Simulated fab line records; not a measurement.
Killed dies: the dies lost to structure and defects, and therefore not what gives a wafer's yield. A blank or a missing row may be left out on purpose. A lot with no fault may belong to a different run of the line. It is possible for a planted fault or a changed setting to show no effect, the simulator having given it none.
The tool behind it: which one? + flow gf180mcu + 12 lots with 36 wafers sampled at 4 steps, on a route of 602 steps

WHAT THE GAUGES READ, wafer by wafer
GF_M2_THK_MEAS_06: measures by xrf.
| lot  | measured     | on            | M2_ALCU_THK (nm) |
|------|--------------|---------------|------------------|
| L277 | day 18 07:22 | film metro-02 | 459 452 453      |
| L278 | day 18 19:36 | film metro-01 | 467 464 466      |
| L292 | day 23 23:40 | film metro-02 | 453 466 461      |
| L294 | day 24 10:11 | film metro-02 | 452 453 453      |
| L295 | day 24 17:08 | film metro-01 | 457 460 459      |
| L296 | day 25 07:49 | film metro-02 | 453 454 454      |
| L298 | day 25 16:40 | film metro-02 | 454 453 452      |
| L299 | day 25 20:11 | film metro-02 | 455 449 450      |
| L300 | day 26 07:15 | film metro-03 | 446 450 452      |

WHICH TOOL RAN EACH LOT (tool, then ch and the chambers of the sampled wafers, then the start)
| lot  | GF_STI_ETCH_13                    | GF_STI_STRIP_15                     | GF_V1_ETCH_17                                 |
|------|-----------------------------------|-------------------------------------|-----------------------------------------------|
| L277 | rie diel-01 ch 1,2,3, day 2 03:38 | plasma asher-02 ch 0,1, day 2 03:47 | rie diel-04 ch 0,2, day 18 07:22 or earlier   |
| L278 | rie diel-01 ch 1,2,3, day 2 07:37 | plasma asher-04 ch 1, day 2 07:46   | rie diel-04 ch 0,1,2, day 18 19:36 or earlier |
| L288 | rie diel-02 ch 0,1,2, day 4 11:26 | plasma asher-04 ch 0,1, day 4 11:35 | -                                             |
| L289 | rie diel-03 ch 1,2,3, day 4 15:28 | plasma asher-04 ch 0,1, day 4 15:37 | -                                             |
| L290 | rie diel-03 ch 0,2,3, day 4 20:46 | plasma asher-01 ch 0,1, day 4 20:55 | -                                             |
| L292 | rie diel-01 ch 1,3, day 5 06:26   | plasma asher-01 ch 0,1, day 5 06:35 | rie diel-02 ch 1,2, day 23 23:40 or earlier   |
| L294 | rie diel-01 ch 1,2, day 5 18:23   | plasma asher-01 ch 0,1, day 5 18:34 | rie diel-04 ch 0,2, day 24 10:11 or earlier   |
| L295 | rie diel-02 ch 1,3, day 5 23:31   | plasma asher-02 ch 0, day 5 23:40   | rie diel-03 ch 2,3, day 24 17:08 or earlier   |
| L296 | rie diel-01 ch 0,1,2, day 6 03:37 | plasma asher-04 ch 0,1, day 6 03:46 | rie diel-04 ch 0,3, day 25 07:49 or earlier   |
| L298 | rie diel-01 ch 0,1,3, day 6 14:49 | plasma asher-02 ch 0,1, day 6 14:58 | rie diel-03 ch 1,2, day 25 16:40 or earlier   |
| L299 | rie diel-03 ch 0,2,3, day 6 18:17 | plasma asher-01 ch 0,1, day 6 18:26 | rie diel-03 ch 1,2,3, day 25 20:11 or earlier |
| L300 | rie diel-02 ch 0,2,3, day 7 01:29 | plasma asher-02 ch 0,1, day 7 01:38 | rie diel-03 ch 0,1,2, day 26 07:15 or earlier |
- GF_STI_ETCH_13: etches the open film in CHF3/O2, stops on Si, target depth 282.31 nm, time 112.9 s.
- GF_STI_STRIP_15: strips in O2/N2.
- GF_V1_ETCH_17: etches SiO2 in C4F8/O2/Ar, stops on TiN, target depth 630 nm.

WHAT THE TOOLS THEMSELVES READ (means of the sampled wafers that have a number; where no wafer has one, the mark that the record gives instead)
GF_STI_ETCH_13.
| lot  | tool        | O2_flow_sccm (sccm) | bias w (W) | drypump motor current A (A) | oes product au (a.u.) | throttle valve pct (%) |
|------|-------------|---------------------|------------|-----------------------------|-----------------------|------------------------|
| L277 | rie diel-01 | 4.996               | 199.8      | 5.34                        | 0.841                 | 8.811                  |
| L278 | rie diel-01 | 5.003               | 199.8      | 5.34                        | 0.838                 | 8.813                  |
| L288 | rie diel-02 | -                   | -          | -                           | -                     | -                      |
| L289 | rie diel-03 | -                   | -          | -                           | -                     | -                      |
| L290 | rie diel-03 | -                   | -          | -                           | -                     | -                      |
| L292 | rie diel-01 | 4.997               | 199.7      | 5.53                        | 0.830                 | 8.807                  |
| L294 | rie diel-01 | 4.989               | 200.6      | 5.15                        | 0.837                 | 8.822                  |
| L295 | rie diel-02 | 4.999               | 199.9      | 5.57                        | 0.837                 | 8.816                  |
| L296 | rie diel-01 | 5.016               | 199.8      | 5.39                        | 0.841                 | 8.813                  |
| L298 | rie diel-01 | 4.985               | 199.9      | 5.56                        | 0.836                 | 8.806                  |
| L299 | rie diel-03 | 4.999               | 200.5      | 5.17                        | 0.829                 | 8.812                  |
| L300 | rie diel-02 | 4.988               | 200.4      | 5.27                        | 0.836                 | 8.806                  |

GF_STI_STRIP_15.
| lot  | tool            | drypump motor current A (A) | heater power w (W) | o2 flow sccm (sccm) | oes product au (a.u.) | strip time to endpoint s (s) |
|------|-----------------|-----------------------------|--------------------|---------------------|-----------------------|------------------------------|
| L277 | plasma asher-02 | 5.8                         | 332                | 2991                | 0.378                 | 3.73                         |
| L278 | plasma asher-04 | 4.7                         | 384                | 3005                | 0.388                 | 3.76                         |
| L288 | plasma asher-04 | 6.0                         | 342                | 2995                | 0.487                 | 6.22                         |
| L289 | plasma asher-04 | 6.0                         | 341                | 2987                | 0.496                 | 6.27                         |
| L290 | plasma asher-01 | 5.6                         | 305                | 2994                | 0.488                 | 6.28                         |
| L292 | plasma asher-01 | 5.7                         | 310                | 3000                | 0.385                 | 3.78                         |
| L294 | plasma asher-01 | 5.8                         | 313                | 2996                | 0.378                 | 3.68                         |
| L295 | plasma asher-02 | 5.6                         | 317                | 2996                | 0.386                 | 3.68                         |
| L296 | plasma asher-04 | 6.0                         | 338                | 3009                | 0.382                 | 3.76                         |
| L298 | plasma asher-02 | 5.8                         | 329                | 2997                | 0.385                 | 3.79                         |
| L299 | plasma asher-01 | 5.7                         | 306                | 3002                | 0.385                 | 3.70                         |
| L300 | plasma asher-02 | 5.8                         | 332                | 2999                | 0.383                 | 3.75                         |

GF_V1_ETCH_17.
| lot  | tool        | bias w (W) | chamber pressure mTorr (mTorr) | oes product au (a.u.) |
|------|-------------|------------|--------------------------------|-----------------------|
| L277 | rie diel-04 | 1198       | 40.02                          | 0.856                 |
| L278 | rie diel-04 | 1196       | 40.01                          | 0.854                 |
| L292 | rie diel-02 | 1201       | 40.00                          | 0.854                 |
| L294 | rie diel-04 | 1200       | 40.00                          | 0.855                 |
| L295 | rie diel-03 | 1201       | 39.98                          | 0.854                 |
| L296 | rie diel-04 | 1199       | 40.00                          | 0.854                 |
| L298 | rie diel-03 | 1197       | 39.99                          | 0.859                 |
| L299 | rie diel-03 | 1204       | 40.00                          | 0.860                 |
| L300 | rie diel-03 | 1206       | 40.02                          | 0.857                 |

THE ANSWER, worked out from the rows above alone
Rule: the lots themselves supply what counts as usual. The widest of any qualifying gaps counts: lots, ordered by their means at a reading, are off when they make up no more than a third of the lots, leave a main group of 4 or more, and stand apart from it by 3 or more times the standard deviation of that group's means. A main group whose means are all the same, to the digits that the tables above print for the reading, isn't used. A lot without any number at a reading at which 4 lots or more have one is off too. The other lots that the step has rows for count as sound. The gauges are gone through in route order, then the tools' own readings, and for those a lot's mean is taken as printed above. The first step at which some lot is off is used, and at that step the reading that is off furthest; a lot without a number counts as furthest.
Off: L288, L289, L290, at GF_STI_ETCH_13 (O2_flow_sccm). Without a number there: L288, L289, L290. Mean 4.997 sccm and standard deviation 0.0088 in the main group.
A tool fits if, at that step or a process step before it, it ran every lot that is off, and no sound lot after the first of them. Not one of the candidates tried fits.

WHAT WAS PUT IN BY THE SIMULATOR
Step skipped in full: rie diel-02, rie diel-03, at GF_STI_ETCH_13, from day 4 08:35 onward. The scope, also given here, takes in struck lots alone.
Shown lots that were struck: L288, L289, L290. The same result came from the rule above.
